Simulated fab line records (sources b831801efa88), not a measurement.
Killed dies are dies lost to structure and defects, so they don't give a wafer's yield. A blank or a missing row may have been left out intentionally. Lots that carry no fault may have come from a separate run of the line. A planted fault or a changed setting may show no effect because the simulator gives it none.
A struck lot beside a sound one | flow sky130 | 15 steps out of a route of 708
Sound: these wafers, L390.4, L390.5, L390.6. Wafers struck: L404.2, L404.4, L404.6. At the end, the cause is stated.
Each step with rows lists, per side, the tool, then ch with its chambers, then its first start. Under that, the readings that differ: sound wafers | struck wafers | difference of the means | sigmas: that difference in standard deviations of wafers without a fault.
alike: readings with means less than 2 such deviations apart, plus words and numbers identical on both sides. not compared: withheld readings, readings lacking a value on some wafer, bounds such as >300 that could conceal the same value, and numbers that have no deviation in the record and whose values overlap.
Wherever a step has rows on one side only, a row that says differs or no value, or a row with sigmas, the two part there. Numbers that don't overlap but have no deviation are shown without sigmas and don't part them. A reading that every wafer of one side lacks parts them only if that side has two wafers or more.

SKY_FIELD_ISO_BOW_MEAS_00:
  sound: film-metro-02 at day 3 02:04; struck: film-metro-02 at day 6 00:01
  alike: INCOMING_BOW
then, 1 step without rows for these wafers: SKY_FIELD_ISO_OXIDATION_01 (stabilise 600 s, purge 300 s, target thk 12 nm).
SKY_FIELD_ISO_THK_MEAS_02:
  sound: film-metro-02 at day 3 04:58; struck: film-metro-02 at day 6 01:41
  alike: FIELD_ISO_OXIDATION_00_THK
then, 1 step without rows for these wafers: SKY_FIELD_ISO_CVD_03 (deposits Si3N4 from DCS/NH3, target thk 165 nm, time 2830 s).
SKY_FIELD_ISO_THK_MEAS_04:
  sound: film-metro-01 at day 3 06:48; struck: film-metro-01 at day 6 03:32
  alike: FIELD_ISO_CVD_03_THK
then, 7 steps without rows for these wafers: SKY_FIELD_ISO_DEHYDRATE_05 (time 60 s); SKY_FIELD_ISO_HMDS_06 (prime time 60 s); SKY_FIELD_ISO_COAT_07 (resist thk 60 nm); SKY_FIELD_ISO_COAT_08 (resist thk 450 nm); SKY_FIELD_ISO_SOFTBAKE_09 (time 90 s); SKY_FIELD_ISO_EXPOSE_10 (exposes mask FOM, target cd 150 nm); SKY_FIELD_ISO_PEB_11.
SKY_FIELD_ISO_DEVELOP_12: develop time 60 s.
  sound on litho-track-01 ch 0, day 3 22:00; struck on litho-track-02 ch 0, day 6 21:00
  reading              | sound             | struck            | difference | sigmas
  developer-temp-C (C) | 21.01 20.81 20.92 | 20.03 20.13 20.17 | -0.80      | -8
SKY_FIELD_ISO_CD_MEAS_13: the cd target is 150 nm.
  sound: cd-sem-02 at day 3 22:27; struck: cd-sem-02 at day 6 21:33
  reading    | sound             | struck            | difference | sigmas
  cd-nm (nm) | 152.2 152.5 154.3 | 148.1 147.8 148.7 | -4.8       | -3
-- record jumps: 44 days separate the struck wafers' starts on either side; left off in module FIELD_ISO, taken up again in module PAD_OPEN, whose first shown step is the route's number 708 --
SKY_PAD_OPEN_PROBE_99:
  sound: prober-01 at day 47 23:12; struck: prober-01 at day 51 01:39
  alike: killed_at_M0_to_M3, killed_at_M4_up, killed-at-contacts, killed-at-front-end, killed-at-other, killed-dies, killed-on-rim, killed-open, killed-short

## WHERE THEY PART
At SKY_FIELD_ISO_DEVELOP_12 first; at SKY_FIELD_ISO_CD_MEAS_13 last (within this record only). Later steps at which nothing parts them and some readings are alike: SKY_PAD_OPEN_PROBE_99.

WHY: the cause the simulator had injected
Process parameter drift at SKY_FIELD_ISO_DEVELOP_12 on litho-track-02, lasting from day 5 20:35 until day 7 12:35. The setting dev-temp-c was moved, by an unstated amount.
